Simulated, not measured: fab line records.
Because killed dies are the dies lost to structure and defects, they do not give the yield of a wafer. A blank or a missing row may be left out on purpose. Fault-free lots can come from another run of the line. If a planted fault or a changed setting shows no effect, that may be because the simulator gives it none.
fab line records	flow sky130
[record] lots = 13	wafers = 39	lastDay = 50
route steps=708 shown VIA2@519 METAL3@532 CAPM@537 PAD_OPEN@708
lots with no fault: from the same line, run without faults
startH: hours from the record's opening day to when the first of the lot's shown wafers began	waitH: hours since the lot's step before	" as in the row above	L1.1+2: a single row standing in for several wafers	- no value present, or no start provided	* or withheld: withheld	< > ~ a bound
route shown NAME@n: names a module that has steps shown in the file, with the first one's number in the route	usual: mean/standard deviation taken from wafers without a fault	same: alike in all rows	chamber/n: place in a boat	sites: each site's reading	_std_site: standard deviation across them	_edge_site: inner sites' mean taken away from outer sites' mean	radiusMm: how far each site lies from the wafer's centre	mask NAME#n: copy n	behind: the tool/chamber that last shaped the wafer	hold: cause of the lot's hold/its duration in hours/its outcome	device: names the non-switching transistor (n, p or np)	end of line: at the end of the route, the tests of the same wafers	where a step has no rows: the recipe by itself	killed: not the wafer's yield, but the dies lost to structure and defects at the first sort	map: shows each die of a wafer: x if killed, . if not, _ if none is there
set.NAME: the run value of the setting; set.NAME@STEP: its run value at that earlier step	model.NAME: the simulator's own value behind a step, which no gauge read
route steps across a sampled set of lots; one table per step, one row per wafer
services: when a tool's chamber went out of use (startH, in hours from the record's first day, below 0 if earlier), for how many hours, and the reason
[[steps]]
[step SKY_VIA2_CD_MEAS_12]
[recipe] targetCdNm = 200
[usual] cdNm = 200.3/1.2
lot.wafer	tool	chamber	startH	waitH	cdNm
L800.1	cdSem-02	-	861.18	-	200.7
L800.4	"	-	"	"	200.1
L800.5	"	-	"	"	201.7
L799.3	cdSem-02	-	863.35	-	200.8
L799.4	"	-	"	"	199.3
L799.6	"	-	"	"	200.9
L801.1	cdSem-01	-	868.34	-	200.5
L801.4	"	-	"	"	199.4
L801.6	"	-	"	"	199.5
L803.3	cdSem-01	-	873.98	-	202.2
L803.4	"	-	"	"	201.2
L803.5	"	-	"	"	201.4
L804.1	cdSem-02	-	883.24	-	198.7
L804.3	"	-	"	"	199.6
L804.5	"	-	"	"	198.5
L809.1	cdSem-01	-	927.00	-	200.5
L809.2	"	-	"	"	201.4
L809.6	"	-	"	"	200.3
L808.1	cdSem-01	-	934.00	-	199.9
L808.3	"	-	"	"	199.6
L808.5	"	-	"	"	198.3
L810.1	cdSem-02	-	936.19	-	200.4
L810.2	"	-	"	"	201.9
L810.3	"	-	"	"	201.6
L815.1	cdSem-02	-	969.02	-	199.7
L815.2	"	-	"	"	199.3
L815.6	"	-	"	"	200.7
L816.1	cdSem-02	-	972.62	-	199.0
L816.5	"	-	"	"	199.3
L816.6	"	-	"	"	199.7
L817.2	cdSem-01	-	975.91	-	199.0
L817.4	"	-	"	"	200.6
L817.6	"	-	"	"	200.8
L818.3	cdSem-01	-	987.46	-	199.2
L818.4	"	-	"	"	200.6
L818.6	"	-	"	"	200.8
L821.1	cdSem-01	-	1005.09	-	200.0
L821.3	"	-	"	"	199.8
L821.4	"	-	"	"	202.7
[step SKY_VIA2_THK_MEAS_23]
[recipe] thkMeasGauge = xrf	reads = W_of_VIA2_CVD_21
[usual] VIA2_W_THK = 448/7.7
lot.wafer	tool	chamber	startH	waitH	VIA2_W_THK[nm]
L800.1	filmMetro-03	-	862.35	0.1	442
L800.4	"	-	"	"	433
L800.5	"	-	"	"	434
L799.3	filmMetro-01	-	864.50	0.1	449
L799.4	"	-	"	"	449
L799.6	"	-	"	"	437
L801.1	filmMetro-03	-	869.53	0.1	443
L801.4	"	-	"	"	447
L801.6	"	-	"	"	439
L803.3	filmMetro-01	-	875.18	0.1	449
L803.4	"	-	"	"	442
L803.5	"	-	"	"	449
L804.1	filmMetro-01	-	884.41	0.1	444
L804.3	"	-	"	"	432
L804.5	"	-	"	"	444
L809.1	filmMetro-01	-	928.16	0.1	439
L809.2	"	-	"	"	446
L809.6	"	-	"	"	450
L808.1	filmMetro-04	-	935.20	0.1	458
L808.3	"	-	"	"	459
L808.5	"	-	"	"	460
L810.1	filmMetro-04	-	937.36	0.1	461
L810.2	"	-	"	"	457
L810.3	"	-	"	"	451
L815.1	filmMetro-04	-	970.21	0.1	438
L815.2	"	-	"	"	448
L815.6	"	-	"	"	441
L816.1	filmMetro-04	-	973.93	0.1	446
L816.5	"	-	"	"	447
L816.6	"	-	"	"	437
L817.2	filmMetro-03	-	977.10	0.1	454
L817.4	"	-	"	"	453
L817.6	"	-	"	"	448
L818.3	filmMetro-03	-	988.60	0.1	440
L818.4	"	-	"	"	439
L818.6	"	-	"	"	435
L821.1	filmMetro-03	-	1006.26	0.1	437
L821.3	"	-	"	"	431
L821.4	"	-	"	"	440
[step SKY_METAL3_SPUTTER_00]
[recipe] material = Ti	targetThkNm = 15	powerW = 3000	timeS = 10	chamberPressurePa = 0.4
[usual] cathodeDcPowerW = 3000.0/0.53	chamberPressurePa = 0.4000/0.00082	throttleValvePct = 29.3/1.2
lot.wafer	tool	chamber	startH	waitH	cathodeDcPowerW	chamberPressurePa	throttleValvePct
L800.1	pvdSputter-03	-	862.71	0.2	2999.6	0.3998	28.9
L800.4	"	-	"	"	3000.2	0.3996	30.7
L800.5	"	-	"	"	3000.7	0.3999	30.6
L799.3	pvdSputter-03	-	864.84	0.1	3000.4	0.4021	28.1
L799.4	"	-	"	"	2999.1	0.4016	28.3
L799.6	"	-	"	"	3000.5	0.4009	30.9
L801.1	pvdSputter-02	-	869.89	0.1	3000.7	0.4013	29.3
L801.4	"	-	"	"	3000.3	0.3990	26.8
L801.6	"	-	"	"	2999.9	0.4004	29.2
L803.3	pvdSputter-02	-	875.52	0.2	2999.2	0.3991	29.4
L803.4	"	-	"	"	3001.0	0.4001	26.9
L803.5	"	-	"	"	3000.1	0.3984	29.2
L804.1	pvdSputter-01	-	884.77	0.2	3000.2	0.3997	29.1
L804.3	"	-	"	"	3000.0	0.3994	28.3
L804.5	"	-	"	"	2999.3	0.3997	28.4
L809.1	pvdSputter-02	-	928.52	0.1	-	-	-
L809.2	"	-	"	"	-	-	-
L809.6	"	-	"	"	-	-	-
L808.1	pvdSputter-02	-	935.56	0.1	-	-	-
L808.3	"	-	"	"	-	-	-
L808.5	"	-	"	"	-	-	-
L810.1	pvdSputter-02	-	937.72	0.1	-	-	-
L810.2	"	-	"	"	-	-	-
L810.3	"	-	"	"	-	-	-
L815.1	pvdSputter-03	-	970.57	0.1	3000.1	0.3998	30.7
L815.2	"	-	"	"	2999.8	0.4010	28.1
L815.6	"	-	"	"	2999.3	0.4008	29.2
L816.1	pvdSputter-02	-	974.29	0.1	2999.4	0.4006	29.6
L816.5	"	-	"	"	2999.6	0.3997	30.2
L816.6	"	-	"	"	3000.3	0.3996	31.4
L817.2	pvdSputter-03	-	977.45	0.2	3000.0	0.3997	29.7
L817.4	"	-	"	"	2999.2	0.4009	30.9
L817.6	"	-	"	"	2999.2	0.4025	29.4
L818.3	pvdSputter-01	-	988.94	0.2	3001.0	0.3995	28.9
L818.4	"	-	"	"	2999.3	0.3991	29.7
L818.6	"	-	"	"	3000.0	0.3994	28.4
L821.1	pvdSputter-01	-	1006.62	0.2	2999.1	0.4001	29.1
L821.3	"	-	"	"	3000.4	0.3996	28.6
L821.4	"	-	"	"	3000.0	0.3997	29.6
[step SKY_CAPM_CVD_00]
[recipe] material = SiO2	targetThkNm = 15.5	tempC = 400	timeS = withheld	rfW = 450
[usual] heaterPowerW = 724/130
lot.wafer	tool	chamber	startH	waitH	heaterPowerW
L800.1	pecvd-04	2	862.86	0.0	747
L800.4	"	0	"	"	630
L800.5	"	2	"	"	767
L799.3	pecvd-04	2	865.00	0.0	816
L799.4	"	2	"	"	828
L799.6	"	1	"	"	723
L801.1	pecvd-02	2	870.04	0.0	787
L801.4	"	2	"	"	767
L801.6	"	2	"	"	772
L803.3	pecvd-03	0	875.69	0.0	599
L803.4	"	2	"	"	572
L803.5	"	0	"	"	603
L804.1	pecvd-02	2	884.92	0.0	808
L804.3	"	0	"	"	724
L804.5	"	2	"	"	824
L809.1	pecvd-04	2	928.68	0.0	734
L809.2	"	0	"	"	704
L809.6	"	1	"	"	675
L808.1	pecvd-02	0	935.71	0.0	728
L808.3	"	1	"	"	1038
L808.5	"	2	"	"	769
L810.1	pecvd-03	1	937.88	0.0	567
L810.2	"	0	"	"	665
L810.3	"	2	"	"	543
L815.1	pecvd-02	0	970.72	0.0	647
L815.2	"	2	"	"	722
L815.6	"	1	"	"	1036
L816.1	pecvd-04	0	974.44	0.0	609
L816.5	"	0	"	"	611
L816.6	"	2	"	"	819
L817.2	pecvd-02	1	977.60	0.0	1049
L817.4	"	1	"	"	1071
L817.6	"	2	"	"	777
L818.3	pecvd-03	2	989.10	0.0	586
L818.4	"	1	"	"	671
L818.6	"	0	"	"	568
L821.1	pecvd-02	2	1006.77	0.0	695
L821.3	"	0	"	"	738
L821.4	"	0	"	"	739
[step SKY_PAD_OPEN_PROBE_99]
[usual] defectLimitedYield = 82.5/1.9	killed_at_M0_to_M3 = 43/7.2	killed_at_M4_up = 3.1/1.8	killedAtContacts = 24/5.4	killedAtFrontEnd = 15/4.4	killedAtOther = 0.4/0.56	killedDies = 86/9.3	killedOpen = 47/6.9	killedShort = 39/6.6	sort_bin_3_pad_short = 0.9/0.43	sort_bin_5_function = 10.4/1.5	sort_bin_6_memory = 6.2/1.1	sortNPass = 406/9.3	sortYieldPct = 82.5/1.9
[same] grossDies = 492	killedAtBackSide = 0	sort_bin_4_leakage[%] = 0	sort_bin_8_speed[%] = 0
lot.wafer	tool	chamber	startH	waitH	defectLimitedYield[%]	killed_at_M0_to_M3	killed_at_M4_up	killedAtContacts	killedAtFrontEnd	killedAtOther	killedDies	killedOpen	killedShort	sort_bin_3_pad_short[%]	sort_bin_5_function[%]	sort_bin_6_memory[%]	sortNPass	sortYieldPct[%]
L800.1	prober-01	-	1084.52	0.1	80.7	46	1	26	22	0	95	52	43	0.6	11.8	6.9	397	80.7
L800.4	prober-01	-	1084.67	0.2	83.9	45	3	17	14	0	79	45	34	0.8	10.8	4.5	413	83.9
L800.5	prober-01	-	1084.72	0.2	79.7	61	4	18	17	0	100	58	42	1.2	11.4	7.7	392	79.7
L799.3	prober-02	-	1088.77	0.2	84.3	31	4	19	23	0	77	55	22	0.6	10.0	5.1	415	84.3
L799.4	prober-02	-	1088.82	0.2	81.5	37	7	23	24	0	91	45	46	1.4	11.2	5.9	401	81.5
L799.6	prober-02	-	1088.92	0.2	80.9	44	3	23	24	0	94	54	40	0.6	12.0	6.5	398	80.9
L801.1	prober-01	-	1092.26	0.1	85.4	38	6	15	13	0	72	40	32	0.4	9.8	4.5	420	85.4
L801.4	prober-01	-	1092.41	0.2	83.1	37	2	23	21	0	83	48	35	1.0	11.0	4.9	409	83.1
L801.6	prober-01	-	1092.51	0.2	81.7	43	4	27	15	1	90	50	40	1.0	10.8	6.5	402	81.7
L803.3	prober-01	-	1095.42	0.2	79.5	50	5	25	20	1	101	59	42	0.8	12.2	7.5	391	79.5
L803.4	prober-01	-	1095.47	0.2	79.7	45	5	31	19	0	100	46	54	1.2	12.6	6.5	392	79.7
L803.5	prober-01	-	1095.52	0.2	80.5	52	4	21	19	0	96	48	48	1.8	12.0	5.7	396	80.5
L804.1	prober-02	-	1104.11	0.1	82.9	39	4	26	14	1	84	43	41	0.2	11.4	5.5	408	82.9
L804.3	prober-02	-	1104.21	0.2	85.0	50	0	11	13	0	74	40	34	1.2	7.9	5.9	418	85.0
L804.5	prober-02	-	1104.31	0.2	82.3	39	1	24	22	1	87	45	42	1.0	9.8	6.9	405	82.3
L809.1	prober-02	-	1138.69	0.1	82.1	46	2	23	17	0	88	45	43	1.2	12.2	4.5	404	82.1
L809.2	prober-02	-	1138.74	0.1	82.1	43	2	30	13	0	88	52	36	0.8	9.8	7.3	404	82.1
L809.6	prober-02	-	1138.94	0.2	82.5	44	4	25	13	0	86	54	32	1.6	8.7	7.1	406	82.5
L808.1	prober-01	-	1142.17	0.1	85.2	34	1	22	15	1	73	46	27	0.8	9.3	4.7	419	85.2
L808.3	prober-01	-	1142.27	0.2	78.7	50	1	39	15	0	105	59	45	1.2	13.2	6.9	387	78.7
L808.5	prober-01	-	1142.37	0.2	79.9	45	6	40	8	0	99	58	40	0.6	13.4	6.1	393	79.9
L810.1	prober-02	-	1143.76	0.1	82.5	45	1	23	15	2	86	46	39	0.8	10.4	6.3	406	82.5
L810.2	prober-02	-	1143.81	0.1	83.7	38	2	25	15	0	80	54	26	0.8	9.1	6.3	412	83.7
L810.3	prober-02	-	1143.86	0.2	83.1	34	1	31	17	0	83	46	37	1.2	8.9	6.7	409	83.1
L815.1	prober-01	-	1178.15	0.1	80.9	37	2	31	24	0	94	51	42	1.2	11.8	6.1	398	80.9
L815.2	prober-01	-	1178.20	0.1	82.9	45	3	25	9	2	84	41	43	1.0	9.6	6.5	408	82.9
L815.6	prober-01	-	1178.40	0.2	79.9	52	5	25	17	0	99	55	44	0.2	14.2	5.7	393	79.9
L816.1	prober-02	-	1179.65	0.1	79.5	46	4	28	23	0	101	55	46	0.2	13.4	6.9	391	79.5
L816.5	prober-02	-	1179.85	0.2	82.3	46	3	27	11	0	87	52	35	1.0	9.6	7.1	405	82.3
L816.6	prober-02	-	1179.90	0.2	84.3	30	3	25	19	0	77	32	43	0.8	8.9	5.9	415	84.3
L817.2	prober-01	-	1181.20	0.1	82.1	47	3	25	13	0	88	53	34	0.8	12.2	4.9	404	82.1
L817.4	prober-01	-	1181.30	0.2	85.8	34	3	23	10	0	70	46	24	0.8	7.9	5.5	422	85.8
L817.6	prober-01	-	1181.40	0.2	84.1	29	2	32	15	0	78	46	32	0.6	8.7	6.5	414	84.1
L818.3	prober-02	-	1184.39	0.2	82.1	43	1	24	19	1	88	48	39	0.8	8.9	8.1	404	82.1
L818.4	prober-02	-	1184.44	0.2	82.7	39	5	27	14	0	85	48	37	0.8	9.1	7.3	407	82.7
L818.6	prober-02	-	1184.54	0.2	84.3	39	1	22	15	0	77	38	39	0.2	10.8	4.7	415	84.3
L821.1	prober-01	-	1196.70	0.1	83.1	39	10	22	11	1	83	42	41	0.8	11.6	4.5	409	83.1
L821.3	prober-01	-	1196.80	0.2	82.5	43	0	31	12	0	86	50	36	1.0	9.3	7.1	406	82.5
L821.4	prober-01	-	1196.85	0.2	83.3	34	6	30	11	1	82	37	43	0.8	8.9	6.9	410	83.3
// killed by level:class
L800.1 VIA1:geometricParticle:open=14 LI_CONTACT:geometricParticle:open=8 FIELD_ISO:geometricParticle:short=6 CONTACT:geometricParticle:open=6 VIA2:geometricParticle:open=6 LI_CONTACT:geometricParticle:short=5 VIA1:geometricParticle:short=5 VIA3:geometricParticle:open=5
L800.4 CONTACT:geometricParticle:open=10 VIA3:geometricParticle:open=10 VIA2:geometricParticle:open=7 VIA1:geometricParticle:open=5 METAL2:geometricParticle:short=5 POLY_GATE:geometricParticle:open=4 POLY_GATE:geometricParticle:short=4 VIA1:geometricParticle:short=4
L800.5 VIA1:geometricParticle:open=16 VIA2:geometricParticle:open=8 VIA3:geometricParticle:open=7 FIELD_ISO:geometricParticle:open=6 METAL1:geometricParticle:short=6 VIA1:geometricParticle:short=6 LI_CONTACT:geometricParticle:open=5 LOCAL_INTERCONNECT:geometricParticle:short=5
L799.3 VIA2:geometricParticle:open=9 LI_CONTACT:geometricParticle:open=8 VIA1:geometricParticle:open=8 POLY_GATE:geometricParticle:open=7 CONTACT:geometricParticle:open=7 FIELD_ISO:geometricParticle:open=6 VIA3:geometricParticle:open=5 FIELD_ISO:geometricParticle:short=4
L799.4 FIELD_ISO:geometricParticle:open=11 VIA1:geometricParticle:short=8 FIELD_ISO:geometricParticle:short=7 CONTACT:geometricParticle:short=7 CONTACT:geometricParticle:open=7 VIA1:geometricParticle:open=7 METAL1:geometricParticle:short=6 METAL2:geometricParticle:short=4
L799.6 VIA1:geometricParticle:open=15 FIELD_ISO:geometricParticle:short=7 CONTACT:geometricParticle:open=7 POLY_GATE:geometricParticle:short=6 LI_CONTACT:geometricParticle:open=5 CONTACT:geometricParticle:short=5 METAL1:geometricParticle:short=5 VIA3:geometricParticle:open=5
L801.1 VIA1:geometricParticle:open=15 METAL2:geometricParticle:short=6 CONTACT:geometricParticle:open=5 CONTACT:geometricParticle:short=4 METAL1:geometricParticle:short=4 VIA2:geometricParticle:open=4 FIELD_ISO:geometricParticle:open=3 POLY_GATE:geometricParticle:short=3
L801.4 VIA3:geometricParticle:open=8 LI_CONTACT:geometricParticle:open=7 VIA1:geometricParticle:open=7 VIA2:geometricParticle:open=6 FIELD_ISO:geometricParticle:open=5 FIELD_ISO:geometricParticle:short=5 LOCAL_INTERCONNECT:geometricParticle:short=5 POLY_GATE:geometricParticle:open=4
L801.6 VIA1:geometricParticle:open=9 CONTACT:geometricParticle:open=8 VIA3:geometricParticle:open=7 FIELD_ISO:geometricParticle:short=6 LI_CONTACT:geometricParticle:open=6 VIA2:geometricParticle:open=6 LOCAL_INTERCONNECT:geometricParticle:short=5 METAL2:geometricParticle:short=5
L803.3 VIA1:geometricParticle:open=13 VIA2:geometricParticle:open=11 LI_CONTACT:geometricParticle:open=9 CONTACT:geometricParticle:open=7 POLY_GATE:geometricParticle:short=6 METAL1:geometricParticle:short=6 METAL2:geometricParticle:short=5 FIELD_ISO:geometricParticle:open=4
L803.4 CONTACT:geometricParticle:open=14 VIA1:geometricParticle:open=9 METAL3:geometricParticle:short=7 POLY_GATE:geometricParticle:short=6 CONTACT:geometricParticle:short=6 METAL1:geometricParticle:short=6 FIELD_ISO:geometricParticle:open=5 LI_CONTACT:geometricParticle:open=5
L803.5 VIA1:geometricParticle:open=11 VIA3:geometricParticle:open=9 CONTACT:geometricParticle:open=8 METAL1:geometricParticle:short=8 FIELD_ISO:geometricParticle:short=6 CONTACT:geometricParticle:short=6 VIA2:geometricParticle:open=6 POLY_GATE:geometricParticle:short=5
L804.1 LOCAL_INTERCONNECT:geometricParticle:short=7 CONTACT:geometricParticle:open=7 VIA2:geometricParticle:open=7 VIA1:geometricParticle:open=7 LI_CONTACT:geometricParticle:open=6 VIA3:geometricParticle:open=5 CONTACT:geometricParticle:short=4 VIA1:geometricParticle:short=4
L804.3 VIA1:geometricParticle:open=9 METAL1:geometricParticle:short=9 VIA2:geometricParticle:open=7 VIA3:geometricParticle:open=5 POLY_GATE:geometricParticle:short=4 VIA1:geometricParticle:short=4 METAL1:geometricParticle:open=4 POLY_GATE:geometricParticle:open=3
L804.5 VIA1:geometricParticle:open=10 CONTACT:geometricParticle:open=8 VIA3:geometricParticle:open=7 POLY_GATE:geometricParticle:short=6 LI_CONTACT:geometricParticle:open=6 FIELD_ISO:geometricParticle:short=5 METAL2:geometricParticle:short=5 FIELD_ISO:geometricParticle:open=4
L809.1 VIA1:geometricParticle:open=11 METAL1:geometricParticle:short=9 CONTACT:geometricParticle:open=7 FIELD_ISO:geometricParticle:short=6 LI_CONTACT:geometricParticle:open=6 CONTACT:geometricParticle:short=6 METAL2:geometricParticle:short=5 FIELD_ISO:geometricParticle:open=4
L809.2 VIA1:geometricParticle:open=14 LI_CONTACT:geometricParticle:open=13 CONTACT:geometricParticle:open=6 VIA1:geometricParticle:short=6 LOCAL_INTERCONNECT:geometricParticle:short=5 CONTACT:geometricParticle:short=5 METAL1:geometricParticle:short=4 METAL1:geometricParticle:open=4
L809.6 VIA1:geometricParticle:open=10 LI_CONTACT:geometricParticle:open=9 CONTACT:geometricParticle:open=9 VIA2:geometricParticle:open=8 METAL1:geometricParticle:short=6 METAL2:geometricParticle:short=5 VIA1:geometricParticle:short=5 FIELD_ISO:geometricParticle:short=4
L808.1 CONTACT:geometricParticle:open=9 VIA1:geometricParticle:open=8 LI_CONTACT:geometricParticle:open=7 VIA3:geometricParticle:open=6 METAL1:geometricParticle:short=5 FIELD_ISO:geometricParticle:open=4 POLY_CUT:geometricParticle:open=4 METAL2:geometricParticle:short=3
L808.3 LI_CONTACT:geometricParticle:open=12 CONTACT:geometricParticle:open=12 VIA1:geometricParticle:short=9 METAL2:geometricParticle:short=8 VIA2:geometricParticle:open=8 VIA3:geometricParticle:open=8 VIA1:geometricParticle:open=7 POLY_GATE:geometricParticle:open=5
L808.5 CONTACT:geometricParticle:open=18 VIA1:geometricParticle:open=12 LI_CONTACT:geometricParticle:open=8 CONTACT:geometricParticle:short=8 VIA3:geometricParticle:open=6 METAL2:geometricParticle:short=5 VIA2:geometricParticle:open=5 VIA2:geometricParticle:short=4
L810.1 VIA1:geometricParticle:open=12 METAL2:geometricParticle:short=11 LOCAL_INTERCONNECT:geometricParticle:short=7 VIA2:geometricParticle:open=7 CONTACT:geometricParticle:open=6 VIA3:geometricParticle:open=6 POLY_GATE:geometricParticle:open=5 METAL1:geometricParticle:short=4
L810.2 VIA1:geometricParticle:open=14 CONTACT:geometricParticle:open=10 LI_CONTACT:geometricParticle:open=9 FIELD_ISO:geometricParticle:open=6 VIA3:geometricParticle:open=5 VIA2:geometricParticle:open=5 POLY_GATE:geometricParticle:open=3 CONTACT:geometricParticle:short=3
L810.3 CONTACT:geometricParticle:open=16 VIA1:geometricParticle:open=9 FIELD_ISO:geometricParticle:short=7 LOCAL_INTERCONNECT:geometricParticle:short=6 VIA2:geometricParticle:open=5 FIELD_ISO:geometricParticle:open=4 CONTACT:geometricParticle:short=4 VIA1:geometricParticle:short=4
L815.1 CONTACT:geometricParticle:open=10 VIA1:geometricParticle:open=10 LI_CONTACT:geometricParticle:open=7 VIA3:geometricParticle:open=7 FIELD_ISO:geometricParticle:short=6 CONTACT:geometricParticle:short=6 VIA2:geometricParticle:open=5 POLY_GATE:geometricParticle:short=4
L815.2 VIA1:geometricParticle:open=14 CONTACT:geometricParticle:open=8 LOCAL_INTERCONNECT:geometricParticle:short=6 VIA3:geometricParticle:short=6 CONTACT:geometricParticle:short=5 METAL1:geometricParticle:short=5 LI_CONTACT:geometricParticle:open=4 METAL2:geometricParticle:short=4
L815.6 CONTACT:geometricParticle:open=13 VIA1:geometricParticle:open=12 VIA3:geometricParticle:open=9 FIELD_ISO:geometricParticle:open=8 METAL1:geometricParticle:short=7 METAL2:geometricParticle:short=6 CONTACT:geometricParticle:short=6 VIA1:geometricParticle:short=6
L816.1 CONTACT:geometricParticle:open=13 VIA1:geometricParticle:open=9 VIA2:geometricParticle:open=8 FIELD_ISO:geometricParticle:short=7 LI_CONTACT:geometricParticle:open=7 METAL1:geometricParticle:short=6 VIA1:geometricParticle:short=6 POLY_GATE:geometricParticle:short=5
L816.5 CONTACT:geometricParticle:open=12 VIA1:geometricParticle:open=12 VIA1:geometricParticle:short=7 METAL2:geometricParticle:short=7 LI_CONTACT:geometricParticle:open=6 VIA2:geometricParticle:open=6 POLY_GATE:geometricParticle:open=5 LI_CONTACT:geometricParticle:short=4
L816.6 CONTACT:geometricParticle:open=6 FIELD_ISO:geometricParticle:short=5 LI_CONTACT:geometricParticle:short=5 LI_CONTACT:geometricParticle:open=5 LOCAL_INTERCONNECT:geometricParticle:short=5 METAL1:geometricParticle:short=5 VIA1:geometricParticle:open=5 POLY_GATE:geometricParticle:short=4
L817.2 CONTACT:geometricParticle:open=11 VIA3:geometricParticle:open=10 VIA2:geometricParticle:open=8 LI_CONTACT:geometricParticle:open=7 VIA1:geometricParticle:open=6 METAL3:geometricParticle:short=6 METAL2:geometricParticle:short=6 FIELD_ISO:geometricParticle:short=4
L817.4 CONTACT:geometricParticle:open=9 VIA1:geometricParticle:open=9 VIA3:geometricParticle:open=7 VIA2:geometricParticle:open=6 LI_CONTACT:geometricParticle:open=4 LOCAL_INTERCONNECT:geometricParticle:short=4 CONTACT:geometricParticle:short=4 FIELD_ISO:geometricParticle:open=3
L817.6 CONTACT:geometricParticle:open=12 LOCAL_INTERCONNECT:geometricParticle:short=9 VIA1:geometricParticle:open=8 VIA2:geometricParticle:open=6 LI_CONTACT:geometricParticle:open=5 VIA3:geometricParticle:open=5 VIA2:geometricParticle:short=3 POLY_GATE:geometricParticle:open=3
L818.3 CONTACT:geometricParticle:open=10 VIA3:geometricParticle:open=8 VIA1:geometricParticle:open=7 FIELD_ISO:geometricParticle:short=6 LI_CONTACT:geometricParticle:open=6 METAL2:geometricParticle:short=6 VIA2:geometricParticle:open=6 CONTACT:geometricParticle:short=5
L818.4 VIA1:geometricParticle:open=11 CONTACT:geometricParticle:open=8 LOCAL_INTERCONNECT:geometricParticle:short=6 VIA2:geometricParticle:open=5 VIA3:geometricParticle:open=5 LI_CONTACT:geometricParticle:open=4 CONTACT:geometricParticle:short=4 METAL1:geometricParticle:short=4
L818.6 METAL2:geometricParticle:short=8 CONTACT:geometricParticle:open=7 VIA1:geometricParticle:open=7 VIA3:geometricParticle:open=7 CONTACT:geometricParticle:short=6 VIA1:geometricParticle:short=5 FIELD_ISO:geometricParticle:open=4 POLY_GATE:geometricParticle:short=4
L821.1 VIA1:geometricParticle:open=11 CONTACT:geometricParticle:open=10 METAL4:geometricParticle:short=6 FIELD_ISO:geometricParticle:short=5 METAL1:geometricParticle:short=5 VIA2:geometricParticle:open=5 CONTACT:geometricParticle:short=4 VIA3:geometricParticle:short=3
L821.3 CONTACT:geometricParticle:open=12 VIA1:geometricParticle:open=11 LI_CONTACT:geometricParticle:open=11 METAL3:geometricParticle:short=6 VIA3:geometricParticle:open=6 METAL1:geometricParticle:short=5 CONTACT:geometricParticle:short=4 VIA1:geometricParticle:short=4
L821.4 LOCAL_INTERCONNECT:geometricParticle:short=8 VIA1:geometricParticle:short=7 VIA1:geometricParticle:open=7 CONTACT:geometricParticle:open=6 LI_CONTACT:geometricParticle:open=5 CONTACT:geometricParticle:short=5 FIELD_ISO:geometricParticle:short=4 LI_CONTACT:geometricParticle:short=4
[[services]]
tool	chamber	startH	hours	kind
pvdSputter-03	-	851.53	0.9	repair
pecvd-03	0	851.61	17.3	repair
pecvd-04	2	858.32	2.1	scheduledDown
pecvd-02	1	865.47	5.5	scheduledDown
pecvd-02	0	870.93	2.1	scheduledDown
pecvd-03	1	872.14	5.5	scheduledDown
pecvd-04	0	874.43	2.1	scheduledDown
pecvd-03	1	879.98	6.0	repair
pvdSputter-02	-	880.29	3.3	repair
pecvd-02	2	896.80	5.5	scheduledDown
pecvd-04	-	923.96	1.7	repair
pecvd-04	1	963.39	5.5	scheduledDown
pecvd-03	2	996.31	5.5	scheduledDown
pecvd-03	0	1001.77	2.1	scheduledDown
pvdSputter-03	-	1003.82	0.9	repair
[[key]]
[firstSign] step = SKY_METAL3_SPUTTER_00	reading = toolRecord	direction = missing
effect none on later readings
metAt SKY_METAL3_SPUTTER_00
struckLots L808,L809,L810
notActingAt SKY_VIA2_CD_MEAS_12,SKY_VIA2_THK_MEAS_23,SKY_CAPM_CVD_00
onsetBetween 875.52 928.52
[fault] kind = skippedStepWhole	tool = pvdSputter-02	chamber = -	onsetH = 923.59	steps = SKY_METAL3_SPUTTER_00	scope = struckLotsOnly
